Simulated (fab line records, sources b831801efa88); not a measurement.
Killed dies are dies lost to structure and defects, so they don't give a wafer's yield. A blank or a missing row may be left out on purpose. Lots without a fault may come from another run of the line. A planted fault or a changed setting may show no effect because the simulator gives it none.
Chamber matching | flow sky130 | SKY_FIELD_ISO_CMP_27 on cmp-02: 4 sister chambers
The step polishes, stops on Si3N4, t overpolish 16 s, target thk 457.8 nm. 32 wafers are shown with their chamber, then 12 later ones without.

WAFERS WITH THEIR CHAMBER
wafer  | chamber | motor_current_A (A) | time_to_endpoint_s (s) | edge_zone_pressure_frac
L074.1 | 1       | 12.6                | 110                    | 0.993
L074.3 | 2       | 10.6                | 113                    | 0.997
L074.4 | 3       | 12.2                | 106                    | 1.003
L076.3 | 2       | 10.9                | 108                    | 1.002
L076.5 | 1       | 12.9                | 110                    | 1.004
L076.6 | 0       | 15.0                | 109                    | 0.991
L078.2 | 3       | 11.3                | 101                    | 1.000
L078.3 | 2       | 10.6                | 111                    | 1.000
L078.5 | 0       | 14.5                | 112                    | 1.005
L079.1 | 0       | 14.8                | 110                    | 1.001
L079.2 | 2       | 10.5                | 114                    | 0.999
L079.6 | 3       | 11.2                | 105                    | 1.006
L082.3 | 3       | 11.9                | 112                    | 0.997
L082.5 | 1       | 13.2                | 114                    | 1.003
L082.6 | 2       | 10.9                | 116                    | 0.998
L083.2 | 0       | 15.3                | 114                    | 1.000
L083.3 | 2       | 10.7                | 116                    | 1.005
L083.4 | 3       | 12.0                | 110                    | 0.997
L085.2 | 0       | 14.9                | 109                    | 0.997
L085.3 | 1       | 13.2                | 108                    | 0.999
L085.4 | 2       | 10.8                | 111                    | 1.005
L086.2 | 0       | 15.4                | 110                    | 1.004
L086.4 | 2       | 10.3                | 112                    | 1.007
L086.5 | 2       | 11.0                | 111                    | 0.999
L088.3 | 2       | 10.4                | 117                    | 0.996
L088.4 | 1       | 13.2                | 116                    | 1.003
L088.5 | 2       | 11.3                | 120                    | 1.000
L091.1 | 1       | 13.0                | 111                    | 0.997
L091.5 | 1       | 12.8                | 116                    | 0.998
L092.3 | 3       | 12.0                | 108                    | 1.004
L092.4 | 0       | 15.1                | 111                    | 0.987
L092.5 | 3       | 11.9                | 102                    | 0.998

SIGNATURES (means of the wafers above)
reading                 | chamber 0 | chamber 1 | chamber 2 | chamber 3 | scatter within a chamber
motor_current_A         | 15.000    | 12.986    | 10.727    | 11.786    | 0.305
time_to_endpoint_s      | 110.71    | 112.14    | 113.55    | 106.29    | 3.25
edge_zone_pressure_frac | 0.99786   | 0.99957   | 1.00073   | 1.00071   | 0.00452
Rule: a wafer's distance from a chamber is the root of the sum, over the readings, of the square of ((its reading less the chamber's mean) divided by the reading's scatter). The wafer belongs to the nearest chamber; if the next one is less than 2 further off, it can't be placed. The scatter: the root of (the sum of the squares of (reading less its chamber's mean) over the shown wafers, divided by (wafers less chambers)).

WAFERS WITHOUT THEIR CHAMBER
wafer  | motor_current_A (A) | time_to_endpoint_s (s) | edge_zone_pressure_frac
L093.1 | 14.9                | 113                    | 1.005
L093.2 | 10.8                | 110                    | 1.002
L093.5 | 15.1                | 114                    | 1.004
L095.1 | 10.8                | 117                    | 1.005
L095.3 | 15.0                | 114                    | 1.000
L095.4 | 12.5                | 110                    | 0.997
L096.1 | 15.3                | 112                    | 1.000
L096.2 | 10.5                | 108                    | 0.999
L096.5 | 10.6                | 110                    | 0.991
L097.2 | 11.7                | 115                    | 0.995
L097.4 | 12.2                | 110                    | 0.991
L097.6 | 11.9                | 107                    | 0.993

WHICH CHAMBER EACH WENT THROUGH
wafer  | from the rows above          | in truth
L093.1 | 0                            | 0
L093.2 | 2                            | 2
L093.5 | 0                            | 0
L095.1 | 2                            | 2
L095.3 | 0                            | 0
L095.4 | can't be placed: 1 or 3      | 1
L096.1 | 0                            | 0
L096.2 | 2                            | 2
L096.5 | 2                            | 2
L097.2 | can't be placed: 3 or 2 or 1 | 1
L097.4 | can't be placed: 3 or 1      | 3
L097.6 | 3                            | 3
Placed correctly: 9 of 12. Can't be placed from these rows: 3 (the true chamber is among the candidates in 3). Placed wrongly: 0.
